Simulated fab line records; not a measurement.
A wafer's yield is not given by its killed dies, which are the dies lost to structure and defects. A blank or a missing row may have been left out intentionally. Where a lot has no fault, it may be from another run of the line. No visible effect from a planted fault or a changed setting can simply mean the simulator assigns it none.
fab line records	flow sky130
record: lots: 7	wafers: 21	lastDay: 50
route steps=708 shown VIA3@581 PAD_OPEN@708
lots that met no fault: from a run of the same line without faults
startH: start of the lot's first displayed wafer, in hours after the record's first day	waitH: how many hours have passed since the lot's step before this one	" the same as in the row above	L1.1+2: several wafers, shown together as one row	- either no value or no given start	* or withheld: withheld	< > ~ a bound
route shown NAME@n: NAME is a module with steps in the file, n the number in the route of the first one	usual: average and standard deviation across the fault-free wafers	same: alike in all rows	chamber/n: place in a boat	sites: per-site readings	_std_site: the values' standard deviation	_edge_site: mean of outer sites minus mean of inner sites	radiusMm: for every site, how far away it sits from the centre of the wafer	mask NAME#n: copy n	behind: the most recent tool/chamber to have shaped the wafer	hold: reason for holding the lot/hours on hold/outcome of the hold	device: names the non-switching transistor (n, p or np)	end of line: the same wafers' tests at the end of the route	step lacking rows: just its recipe	killed: the dies lost at the first sort to structure and to defects; this is not the yield of the wafer	map: a wafer's dies, x killed, . not, _ none there
set.NAME: the setting that was run; set.NAME@STEP: the one run at that earlier step	model.NAME: the simulator's own value behind a step, which no gauge read
lots seen at some steps along the route; tables by step, rows by wafer
services: from which hour (startH, from the record's first day; less than 0 if before it) a tool's chamber was out of use, for how many hours, and why
== steps ==
step: SKY_VIA3_SOFTBAKE_08
recipe: tempC: 100	timeS: 90	resist: KrF-thick
step: SKY_VIA3_EXPOSE_09
recipe: maskId: VIM3	na: 0.8	sourceShape: annular	sigmaInner: 0.55	sigmaOuter: 0.85	targetCdNm: 200	doseMj: 38
step: SKY_VIA3_PEB_10
recipe: pebTempC: withheld	pebTimeS: withheld	resist: KrF-thick
step: SKY_VIA3_DEVELOP_11
recipe: developTimeS: 60	resist: KrF-thick	devTempC: 21
step: SKY_VIA3_CD_MEAS_12
recipe: targetCdNm: 200
usual: cdNm: 199.5/1.3
lot.wafer	tool	chamber	startH	waitH	cdNm
L237.3	cdSem-01	-	1000.97	-	201.2
L237.4	"	-	"	"	200.7
L237.5	"	-	"	"	201.2
L238.4	cdSem-02	-	1008.74	-	199.4
L238.5	"	-	"	"	198.8
L238.6	"	-	"	"	199.5
L239.2	cdSem-02	-	1017.59	-	201.0
L239.3	"	-	"	"	200.2
L239.5	"	-	"	"	200.9
L240.1	cdSem-02	-	1023.54	-	198.9
L240.2	"	-	"	"	200.3
L240.4	"	-	"	"	200.2
L243.3	cdSem-02	-	1047.36	-	199.6
L243.4	"	-	"	"	199.2
L243.5	"	-	"	"	199.3
L246.1	cdSem-02	-	1057.12	-	196.5
L246.2	"	-	"	"	197.1
L246.5	"	-	"	"	196.5
L248.1	cdSem-01	-	1066.82	-	199.1
L248.4	"	-	"	"	199.6
L248.6	"	-	"	"	199.7
step: SKY_VIA3_OVL_MEAS_13
usual: VIA3_OVL: -1/5.6
lot.wafer	tool	chamber	startH	waitH	VIA3_OVL[nm]
L237.3	overlay-02	-	1001.06	0.1	7
L237.4	"	-	"	"	11
L237.5	"	-	"	"	8
L238.4	overlay-02	-	1008.82	0.1	-1
L238.5	"	-	"	"	4
L238.6	"	-	"	"	-2
L239.2	overlay-02	-	1017.69	0.1	7
L239.3	"	-	"	"	-2
L239.5	"	-	"	"	-2
L240.1	overlay-01	-	1023.66	0.1	10
L240.2	"	-	"	"	9
L240.4	"	-	"	"	3
L243.3	overlay-02	-	1047.45	0.1	-13
L243.4	"	-	"	"	-9
L243.5	"	-	"	"	-4
L246.1	overlay-02	-	1057.24	0.1	6
L246.2	"	-	"	"	1
L246.5	"	-	"	"	1
L248.1	overlay-02	-	1066.94	0.1	-12
L248.4	"	-	"	"	-5
L248.6	"	-	"	"	-8
step: SKY_VIA3_ETCH_14
recipe: chemistry: N2/H2	target: BARC	ionEnergyEv: 200	sourceW: 500	biasW: 100	pressureMtorr: 30	n2FlowSccm: 100	h2FlowSccm: 200	stopOn: SiO2	timeS: 45.9	targetDepthA: 600
usual: drypumpMotorCurrentA: 5.7/0.52	oesProductAu: 0.855/0.0048	throttleValvePct: 13.223/0.0085
lot.wafer	tool	chamber	startH	waitH	drypumpMotorCurrentA	oesProductAu	rfHoursCounterH	throttleValvePct
L237.3	rieDiel-03	2	1001.09	0.0	5.1	0.853	5	13.203
L237.4	"	0	"	"	5.7	0.848	26	13.220
L237.5	"	1	"	"	5.8	0.852	-	13.230
L238.4	rieDiel-03	2	1008.84	0.0	5.1	0.861	5	13.232
L238.5	"	0	"	"	5.7	0.855	-	13.212
L238.6	"	1	"	"	5.8	0.854	-	13.224
L239.2	rieDiel-04	0	1017.72	0.0	5.6	0.849	11	13.227
L239.3	"	2	"	"	5.6	0.857	14	13.215
L239.5	"	2	"	"	5.6	0.856	-	13.217
L240.1	rieDiel-01	2	1023.69	0.0	4.7	0.854	9	13.226
L240.2	"	3	"	"	6.2	0.859	16	13.214
L240.4	"	0	"	"	5.8	0.863	5	13.208
L243.3	rieDiel-04	3	1047.47	0.0	6.7	0.856	22	13.220
L243.4	"	2	"	"	5.6	0.852	14	13.217
L243.5	"	3	"	"	6.7	0.856	-	13.220
L246.1	rieDiel-01	1	1057.27	0.0	6.4	0.852	21	13.218
L246.2	"	0	"	"	5.8	0.854	6	13.209
L246.5	"	0	"	"	5.8	0.858	-	13.231
L248.1	rieDiel-04	1	1066.97	0.0	5.5	0.852	23	13.218
L248.4	"	2	"	"	5.6	0.853	15	13.218
L248.6	"	3	"	"	6.7	0.862	-	13.233
step: SKY_VIA3_ETCH_15
recipe: target: SiO2	chemistry: C4F8/O2/Ar	targetDepthNm: 507	stopOn: TiN	maskMaterial: KrF-thick	sourceW: 1500	biasW: 1200	pressureMtorr: 40	c4f8FlowSccm: withheld	O2_flow_sccm: 6	Ar_flow_sccm: 300	timeS: 78
usual: oesProductAu: 0.945/0.0046
lot.wafer	tool	chamber	startH	waitH	oesProductAu
L237.3	rieDiel-03	2	1001.13	0.0	0.940
L237.4	"	0	"	"	0.946
L237.5	"	1	"	"	0.944
L238.4	rieDiel-03	2	1008.88	0.0	0.944
L238.5	"	0	"	"	0.942
L238.6	"	1	"	"	0.940
L239.2	rieDiel-04	0	1017.77	0.0	0.947
L239.3	"	2	"	"	0.943
L239.5	"	2	"	"	0.946
L240.1	rieDiel-01	2	1023.73	0.0	0.943
L240.2	"	3	"	"	0.952
L240.4	"	0	"	"	0.940
L243.3	rieDiel-04	3	1047.52	0.0	0.944
L243.4	"	2	"	"	0.949
L243.5	"	3	"	"	0.953
L246.1	rieDiel-01	1	1057.32	0.0	0.948
L246.2	"	0	"	"	0.938
L246.5	"	0	"	"	0.951
L248.1	rieDiel-04	1	1067.02	0.0	0.945
L248.4	"	2	"	"	0.945
L248.6	"	3	"	"	0.942
step: SKY_VIA3_STRIP_16
recipe: chemistry: O2/N2	powerW: 1400	pressureMtorr: 1500	platenTempC: withheld	o2FlowSccm: 3000	n2FlowSccm: 300	overashFraction: 0.5
usual: drypumpMotorCurrentA: 5.4/0.45	oesProductAu: 0.403/0.0051	stripTimeToEndpointS: 4.141/0.024
lot.wafer	tool	chamber	startH	waitH	drypumpMotorCurrentA	oesProductAu	rfHoursCounterH	stripTimeToEndpointS
L237.3	plasmaAsher-03	1	1001.22	0.1	5.2	0.398	-	4.121
L237.4	"	0	"	"	5.2	0.406	-	4.154
L237.5	"	0	"	"	5.2	0.390	-	4.094
L238.4	plasmaAsher-02	1	1008.97	0.1	5.8	0.411	-	4.156
L238.5	"	0	"	"	6.1	0.408	-	4.166
L238.6	"	1	"	"	5.8	0.405	-	4.134
L239.2	plasmaAsher-03	1	1017.83	0.0	5.2	0.400	57	4.100
L239.3	"	1	"	"	5.2	0.408	-	4.134
L239.5	"	0	"	"	5.2	0.402	-	4.119
L240.1	plasmaAsher-03	1	1023.79	0.0	5.3	0.398	58	4.123
L240.2	"	0	"	"	5.2	0.397	58	4.121
L240.4	"	0	"	"	5.2	0.402	-	4.148
L243.3	plasmaAsher-03	0	1047.61	0.1	5.2	0.406	-	4.149
L243.4	"	1	"	"	5.3	0.409	-	4.144
L243.5	"	1	"	"	5.3	0.405	-	4.148
L246.1	plasmaAsher-03	0	1057.38	0.0	5.2	0.401	62	4.194
L246.2	"	1	"	"	5.3	0.418	62	4.179
L246.5	"	0	"	"	5.2	0.393	-	4.172
L248.1	plasmaAsher-03	0	1067.08	0.0	5.2	0.406	63	4.130
L248.4	"	1	"	"	5.2	0.401	-	4.164
L248.6	"	1	"	"	5.2	0.395	-	4.185
step: SKY_VIA3_STRIP_17
recipe: chemistry: postEtchResidueRemover	timeS: 1200	tempC: 72.5
step: SKY_VIA3_CLEAN_18
recipe: chemistry: IPA	timeS: 180	tempC: 25
step: SKY_VIA3_CLEAN_19
recipe: chemistry: O3/DIW	dry: n2Spin
step: SKY_VIA3_SPUTTER_20
recipe: material: TiN	targetThkNm: 20	chamberPressurePa: 5	powerW: 4000	timeS: 80
usual: cathodeDcPowerW: 4000.0/0.76	chamberPressurePa: 4.999/0.011	throttleValvePct: 29.6/1.4
lot.wafer	tool	chamber	startH	waitH	cathodeDcPowerW	chamberPressurePa	throttleValvePct
L237.3	pvdSputter-01	-	1001.78	0.0	3999.0	5.003	29.1
L237.4	"	-	"	"	4000.5	4.992	28.3
L237.5	"	-	"	"	3999.8	4.999	28.2
L238.4	pvdSputter-03	-	1009.56	0.0	-	-	-
L238.5	"	-	"	"	-	-	-
L238.6	"	-	"	"	-	-	-
L239.2	pvdSputter-03	-	1018.42	0.0	-	-	-
L239.3	"	-	"	"	-	-	-
L239.5	"	-	"	"	-	-	-
L240.1	pvdSputter-04	-	1024.42	0.0	-	-	-
L240.2	"	-	"	"	-	-	-
L240.4	"	-	"	"	-	-	-
L243.3	pvdSputter-04	-	1048.17	0.0	3999.1	4.990	30.4
L243.4	"	-	"	"	4001.3	4.996	31.2
L243.5	"	-	"	"	3999.6	4.968	30.7
L246.1	pvdSputter-01	-	1057.97	0.0	3999.1	5.003	28.3
L246.2	"	-	"	"	3999.9	4.983	28.9
L246.5	"	-	"	"	4000.5	4.986	28.6
L248.1	pvdSputter-03	-	1067.67	0.0	3999.9	5.000	28.9
L248.4	"	-	"	"	4000.6	4.990	29.7
L248.6	"	-	"	"	3999.5	5.008	29.3
step: SKY_VIA3_CVD_21
recipe: material: W	targetThkNm: 390	timeS: 117.31	tempC: 400	pressureTorr: 40
usual: chamberPressureTorr: 39.99/0.097	heaterPowerW: 778/67
lot.wafer	tool	chamber	startH	waitH	chamberPressureTorr	heaterPowerW
L237.3	cvdW-02	1	1001.88	0.1	39.91	828
L237.4	"	0	"	"	39.94	664
L237.5	"	0	"	"	40.04	675
L238.4	cvdW-02	0	1009.67	0.1	40.18	675
L238.5	"	0	"	"	40.12	700
L238.6	"	1	"	"	39.96	818
L239.2	cvdW-01	0	1018.48	0.0	40.00	756
L239.3	"	0	"	"	40.07	769
L239.5	"	1	"	"	39.96	859
L240.1	cvdW-01	1	1024.49	0.0	39.80	876
L240.2	"	0	"	"	40.07	755
L240.4	"	0	"	"	39.92	758
L243.3	cvdW-02	0	1048.27	0.1	39.92	694
L243.4	"	1	"	"	39.96	819
L243.5	"	1	"	"	40.01	821
L246.1	cvdW-02	1	1058.03	0.0	40.09	820
L246.2	"	0	"	"	39.84	686
L246.5	"	1	"	"	40.01	820
L248.1	cvdW-02	1	1067.73	0.0	39.99	837
L248.4	"	1	"	"	40.07	826
L248.6	"	1	"	"	40.07	829
step: SKY_PAD_OPEN_PROBE_99
usual: defectLimitedYield: 82.5/1.9	killed_at_M0_to_M3: 43/7.2	killed_at_M4_up: 3.1/1.8	killedAtContacts: 24/5.4	killedAtFrontEnd: 15/4.4	killedAtOther: 0.4/0.56	killedDies: 86/9.3	killedOnRim: 17/3.6	killedOpen: 47/6.9	killedShort: 39/6.6	sort_bin_3_pad_short: 0.9/0.43	sort_bin_5_function: 10.4/1.5	sort_bin_6_memory: 6.2/1.1	sortNPass: 406/9.3	sortYieldPct: 82.5/1.9
same: grossDies: 492	killedAtBackSide: 0	sort_bin_4_leakage[%]: 0	sort_bin_8_speed[%]: 0
lot.wafer	tool	chamber	startH	waitH	hold	defectLimitedYield[%]	killed_at_M0_to_M3	killed_at_M4_up	killedAtContacts	killedAtFrontEnd	killedAtOther	killedDies	killedOnRim	killedOpen	killedShort	sort_bin_3_pad_short[%]	sort_bin_5_function[%]	sort_bin_6_memory[%]	sortNPass	sortYieldPct[%]
L237.3	prober-02	-	1138.79	0.2	-	81.3	52	4	21	14	1	92	19	52	40	0.6	11.8	6.3	400	81.3
L237.4	prober-02	-	1138.84	0.2	-	81.9	54	5	23	7	0	89	17	47	42	0.8	10.6	6.7	403	81.9
L237.5	prober-02	-	1138.89	0.2	-	82.9	49	2	23	10	0	84	18	48	36	1.2	10.6	5.3	408	82.9
L238.4	prober-02	-	1143.91	0.2	awaitDispo/2.2h/scrap	0	449	5	25	13	0	492	96	52	31	1.0	93.3	5.7	0	0
L238.5	prober-02	-	1143.96	0.2	awaitDispo/2.2h/scrap	0	428	3	32	29	0	492	96	56	57	0.2	92.1	7.7	0	0
L238.6	prober-02	-	1144.01	0.2	awaitDispo/2.2h/scrap	0	461	2	16	13	0	492	96	53	31	1.0	93.7	5.3	0	0
L239.2	prober-01	-	1152.32	0.1	awaitDispo/3.4h/scrap	0	450	3	19	19	1	492	96	43	44	1.2	92.1	6.7	0	0
L239.3	prober-01	-	1152.37	0.2	awaitDispo/3.4h/scrap	0	458	0	18	16	0	492	96	43	42	1.2	93.1	5.7	0	0
L239.5	prober-01	-	1152.47	0.2	awaitDispo/3.4h/scrap	0	445	4	26	16	1	492	96	36	44	0.6	94.1	5.3	0	0
L240.1	prober-02	-	1158.55	0.1	awaitDispo/6.5h/scrap	0	448	4	26	12	2	492	96	45	31	1.0	93.3	5.7	0	0
L240.2	prober-02	-	1158.60	0.1	awaitDispo/6.5h/scrap	0	433	1	34	24	0	492	96	59	39	1.0	91.5	7.5	0	0
L240.4	prober-02	-	1158.70	0.2	awaitDispo/6.5h/scrap	0	439	1	33	19	0	492	96	55	40	0.8	91.7	7.5	0	0
L243.3	prober-01	-	1178.25	0.2	-	83.5	52	3	14	12	0	81	15	37	44	0.2	10.6	5.7	411	83.5
L243.4	prober-01	-	1178.30	0.2	-	79.5	47	3	29	22	0	101	20	54	47	0.8	11.4	8.3	391	79.5
L243.5	prober-01	-	1178.35	0.2	-	86.0	29	1	19	19	1	69	9	42	26	0.4	9.6	4.1	423	86.0
L246.1	prober-02	-	1184.29	0.1	-	82.7	42	2	25	15	1	85	25	50	35	0.8	10.4	6.1	407	82.7
L246.2	prober-02	-	1184.34	0.1	-	83.7	39	2	24	15	0	80	13	43	37	1.6	9.8	4.9	412	83.7
L246.5	prober-02	-	1184.49	0.2	-	80.7	48	5	29	13	0	95	20	53	42	0.8	11.2	7.3	397	80.7
L248.1	prober-02	-	1189.05	0.1	-	81.7	54	3	19	14	0	90	14	54	35	0.8	11.4	6.1	402	81.7
L248.4	prober-02	-	1189.20	0.2	-	80.1	54	0	30	14	0	98	17	63	35	1.2	11.2	7.5	394	80.1
L248.6	prober-02	-	1189.30	0.2	-	81.7	47	4	25	14	0	90	19	51	38	1.0	11.4	5.9	402	81.7
killed by level:class
L237.3 VIA1:geometricParticle:open=15 VIA1:geometricParticle:short=9 VIA2:geometricParticle:open=9 METAL2:geometricParticle:short=7 LOCAL_INTERCONNECT:geometricParticle:short=6 LI_CONTACT:geometricParticle:open=5 CONTACT:geometricParticle:open=5 POLY_GATE:geometricParticle:open=4
L237.4 VIA1:geometricParticle:open=11 CONTACT:geometricParticle:open=9 VIA3:geometricParticle:open=9 METAL1:geometricParticle:short=6 VIA1:geometricParticle:short=5 VIA3:geometricParticle:short=4 LI_CONTACT:geometricParticle:open=4 LOCAL_INTERCONNECT:geometricParticle:short=4
L237.5 VIA1:geometricParticle:open=14 METAL1:geometricParticle:short=11 CONTACT:geometricParticle:open=9 METAL2:geometricParticle:short=5 LI_CONTACT:geometricParticle:open=5 VIA2:geometricParticle:open=5 FIELD_ISO:geometricParticle:open=4 LOCAL_INTERCONNECT:geometricParticle:short=4
L238.4 VIA3:areaSputter=409 VIA2:geometricParticle:open=12 VIA1:geometricParticle:open=12 CONTACT:geometricParticle:open=10 LI_CONTACT:geometricParticle:open=5 LOCAL_INTERCONNECT:geometricParticle:short=5 CONTACT:geometricParticle:short=5 METAL2:geometricParticle:short=5
L238.5 VIA3:areaSputter=379 CONTACT:geometricParticle:open=13 FIELD_ISO:geometricParticle:short=10 METAL2:geometricParticle:short=10 LI_CONTACT:geometricParticle:open=9 FIELD_ISO:geometricParticle:open=8 VIA1:geometricParticle:short=8 VIA1:geometricParticle:open=7
L238.6 VIA3:areaSputter=408 VIA1:geometricParticle:open=18 VIA3:geometricParticle:open=8 LI_CONTACT:geometricParticle:open=7 METAL2:geometricParticle:short=7 FIELD_ISO:geometricParticle:open=6 VIA2:geometricParticle:open=5 CONTACT:geometricParticle:open=4
L239.2 VIA3:areaSputter=404 VIA1:geometricParticle:open=11 METAL1:geometricParticle:short=7 VIA3:geometricParticle:open=7 LI_CONTACT:geometricParticle:open=7 FIELD_ISO:geometricParticle:short=5 POLY_GATE:geometricParticle:open=5 METAL2:geometricParticle:short=5
L239.3 VIA3:areaSputter=407 VIA1:geometricParticle:open=14 VIA2:geometricParticle:open=9 METAL2:geometricParticle:short=8 LI_CONTACT:geometricParticle:short=6 CONTACT:geometricParticle:open=6 POLY_GATE:geometricParticle:short=5 VIA3:geometricParticle:open=5
L239.5 VIA3:areaSputter=411 LI_CONTACT:geometricParticle:open=9 VIA1:geometricParticle:open=8 FIELD_ISO:geometricParticle:short=7 LOCAL_INTERCONNECT:geometricParticle:short=7 CONTACT:geometricParticle:short=6 METAL1:geometricParticle:short=5 VIA2:geometricParticle:open=5
L240.1 VIA3:areaSputter=415 VIA2:geometricParticle:open=11 CONTACT:geometricParticle:open=8 VIA1:geometricParticle:open=7 CONTACT:geometricParticle:short=6 LI_CONTACT:geometricParticle:open=5 FIELD_ISO:geometricParticle:short=4 POLY_GATE:geometricParticle:open=4
L240.2 VIA3:areaSputter=394 VIA1:geometricParticle:open=11 CONTACT:geometricParticle:open=10 LI_CONTACT:geometricParticle:open=9 FIELD_ISO:geometricParticle:open=6 POLY_GATE:geometricParticle:open=6 CONTACT:geometricParticle:short=6 VIA2:geometricParticle:open=6
L240.4 VIA3:areaSputter=397 LI_CONTACT:geometricParticle:open=9 CONTACT:geometricParticle:open=9 VIA2:geometricParticle:open=9 VIA1:geometricParticle:open=8 VIA2:geometricParticle:short=7 FIELD_ISO:geometricParticle:open=6 CONTACT:geometricParticle:short=6
L243.3 VIA1:geometricParticle:short=12 VIA1:geometricParticle:open=8 METAL2:geometricParticle:short=6 METAL3:geometricParticle:short=5 FIELD_ISO:geometricParticle:short=5 VIA3:geometricParticle:open=5 CONTACT:geometricParticle:open=5 VIA2:geometricParticle:open=5
L243.4 VIA1:geometricParticle:open=13 CONTACT:geometricParticle:open=12 VIA2:geometricParticle:open=8 METAL2:geometricParticle:short=7 VIA3:geometricParticle:open=7 FIELD_ISO:geometricParticle:short=6 CONTACT:geometricParticle:short=6 POLY_GATE:geometricParticle:short=5
L243.5 VIA1:geometricParticle:open=10 POLY_GATE:geometricParticle:short=8 VIA2:geometricParticle:open=6 CONTACT:geometricParticle:open=6 CONTACT:geometricParticle:short=5 LI_CONTACT:geometricParticle:open=4 POLY_GATE:geometricParticle:open=3 METAL1:geometricParticle:short=3
L246.1 VIA1:geometricParticle:open=15 CONTACT:geometricParticle:open=9 LOCAL_INTERCONNECT:geometricParticle:short=7 VIA2:geometricParticle:open=5 METAL3:geometricParticle:short=5 LI_CONTACT:geometricParticle:open=4 VIA1:geometricParticle:short=4 METAL2:geometricParticle:short=4
L246.2 VIA1:geometricParticle:open=10 LI_CONTACT:geometricParticle:open=8 VIA1:geometricParticle:short=8 CONTACT:geometricParticle:open=7 CONTACT:geometricParticle:short=4 POLY_GATE:geometricParticle:short=4 LI_CONTACT:geometricParticle:short=4 METAL1:geometricParticle:short=4
L246.5 VIA3:geometricParticle:open=10 VIA1:geometricParticle:open=10 CONTACT:geometricParticle:short=9 CONTACT:geometricParticle:open=9 VIA1:geometricParticle:short=5 VIA2:geometricParticle:open=5 LOCAL_INTERCONNECT:geometricParticle:short=4 METAL1:geometricParticle:short=4
L248.1 VIA1:geometricParticle:open=19 CONTACT:geometricParticle:open=10 VIA1:geometricParticle:short=8 POLY_GATE:geometricParticle:open=5 FIELD_ISO:geometricParticle:short=4 VIA3:geometricParticle:open=4 VIA2:geometricParticle:open=4 VIA3:geometricParticle:short=4
L248.4 VIA1:geometricParticle:open=16 CONTACT:geometricParticle:open=14 VIA3:geometricParticle:open=9 VIA2:geometricParticle:open=8 LI_CONTACT:geometricParticle:open=7 VIA1:geometricParticle:short=7 METAL1:geometricParticle:short=5 CONTACT:geometricParticle:short=4
L248.6 VIA3:geometricParticle:open=12 VIA1:geometricParticle:open=11 CONTACT:geometricParticle:open=10 LI_CONTACT:geometricParticle:open=7 VIA1:geometricParticle:short=6 FIELD_ISO:geometricParticle:short=5 LOCAL_INTERCONNECT:geometricParticle:short=5 METAL1:geometricParticle:short=4
map L238.4 (x killed, . not)
__________xxxxxxxxxx_________
________xxxxxxxxxxxxxx_______
______xxxxxxxxxxxxxxxxxx_____
_____xxxxxxxxxxxxxxxxxxxx____
____xxxxxxxxxxxxxxxxxxxxxx___
___xxxxxxxxxxxxxxxxxxxxxxxx__
__xxxxxxxxxxxxxxxxxxxxxxxxxx_
_xxxxxxxxxxxxxxxxxxxxxxxxxxxx
_xxxxxxxxxxxxxxxxxxxxxxxxxxxx
_xxxxxxxxxxxxxxxxxxxxxxxxxxxx
_xxxxxxxxxxxxxxxxxxxxxxxxxxxx
_xxxxxxxxxxxxxxxxxxxxxxxxxxxx
_xxxxxxxxxxxxxxxxxxxxxxxxxxxx
_xxxxxxxxxxxxxxxxxxxxxxxxxxxx
_xxxxxxxxxxxxxxxxxxxxxxxxxxxx
__xxxxxxxxxxxxxxxxxxxxxxxxxx_
___xxxxxxxxxxxxxxxxxxxxxxxx__
____xxxxxxxxxxxxxxxxxxxxxx___
_____xxxxxxxxxxxxxxxxxxxx____
______xxxxxxxxxxxxxxxxxx_____
________xxxxxxxxxxxxxx_______
__________xxxxxxxxxx_________
map L239.2 (x killed, . not)
__________xxxxxxxxxx_________
________xxxxxxxxxxxxxx_______
______xxxxxxxxxxxxxxxxxx_____
_____xxxxxxxxxxxxxxxxxxxx____
____xxxxxxxxxxxxxxxxxxxxxx___
___xxxxxxxxxxxxxxxxxxxxxxxx__
__xxxxxxxxxxxxxxxxxxxxxxxxxx_
_xxxxxxxxxxxxxxxxxxxxxxxxxxxx
_xxxxxxxxxxxxxxxxxxxxxxxxxxxx
_xxxxxxxxxxxxxxxxxxxxxxxxxxxx
_xxxxxxxxxxxxxxxxxxxxxxxxxxxx
_xxxxxxxxxxxxxxxxxxxxxxxxxxxx
_xxxxxxxxxxxxxxxxxxxxxxxxxxxx
_xxxxxxxxxxxxxxxxxxxxxxxxxxxx
_xxxxxxxxxxxxxxxxxxxxxxxxxxxx
__xxxxxxxxxxxxxxxxxxxxxxxxxx_
___xxxxxxxxxxxxxxxxxxxxxxxx__
____xxxxxxxxxxxxxxxxxxxxxx___
_____xxxxxxxxxxxxxxxxxxxx____
______xxxxxxxxxxxxxxxxxx_____
________xxxxxxxxxxxxxx_______
__________xxxxxxxxxx_________
== services ==
tool	chamber	startH	hours	kind
plasmaAsher-03	-	988.74	5.0	repair
rieDiel-03	1	996.79	3.9	repair
rieDiel-04	0	1001.40	1.3	repair
pvdSputter-03	-	1003.82	0.9	repair
pvdSputter-03	0	1013.10	-	consumableReplace:kit
pvdSputter-03	0	1013.10	18.0	scheduledDown
pvdSputter-03	0	1013.10	18.0	ventCycle
cvdW-01	-	1018.95	1.2	repair
pvdSputter-01	0	1021.87	-	consumableReplace:kit
pvdSputter-01	0	1021.87	18.0	scheduledDown
pvdSputter-01	0	1021.87	18.0	ventCycle
cvdW-02	1	1040.35	4.8	repair
plasmaAsher-02	-	1055.25	9.0	pm
plasmaAsher-02	0	1055.25	9.0	ventCycle
plasmaAsher-02	1	1055.25	9.0	ventCycle
rieDiel-03	0	1062.54	-	clean
rieDiel-03	0	1062.54	17.9	scheduledDown
rieDiel-03	0	1062.54	17.9	ventCycle
plasmaAsher-02	0	1064.25	-	clean
plasmaAsher-02	1	1064.25	-	clean
== key ==
firstSign: step: SKY_VIA3_SPUTTER_20	reading: toolRecord	direction: missing
effect: step: SKY_PAD_OPEN_PROBE_99	reading: sort_bin_5_function	direction: up	sigmas: 56	usual: 10.4	struck: 92.8
moreKillsBornAt: SKY_VIA3_SPUTTER_20@pvdSputter-03: 2414	SKY_VIA3_SPUTTER_20@pvdSputter-04: 1206
metAt SKY_VIA3_SPUTTER_20
struckWafers L238.4,L238.5,L238.6,L239.2,L239.3,L239.5,L240.1,L240.2,L240.4
laterRowsLeftOut L238.4,L238.5,L238.6,L239.2,L239.3,L239.5,L240.1,L240.2,L240.4
fault: kind: skippedStepWhole	tool: pvdSputter-03,pvdSputter-04	chamber: -	onsetH: 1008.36	steps: SKY_VIA3_SPUTTER_20	scope: struckLotsOnly
laterRowsLeftOut: the simulator's readings of these wafers behind a module that went badly wrong aren't trusted and aren't shown, but for the sort
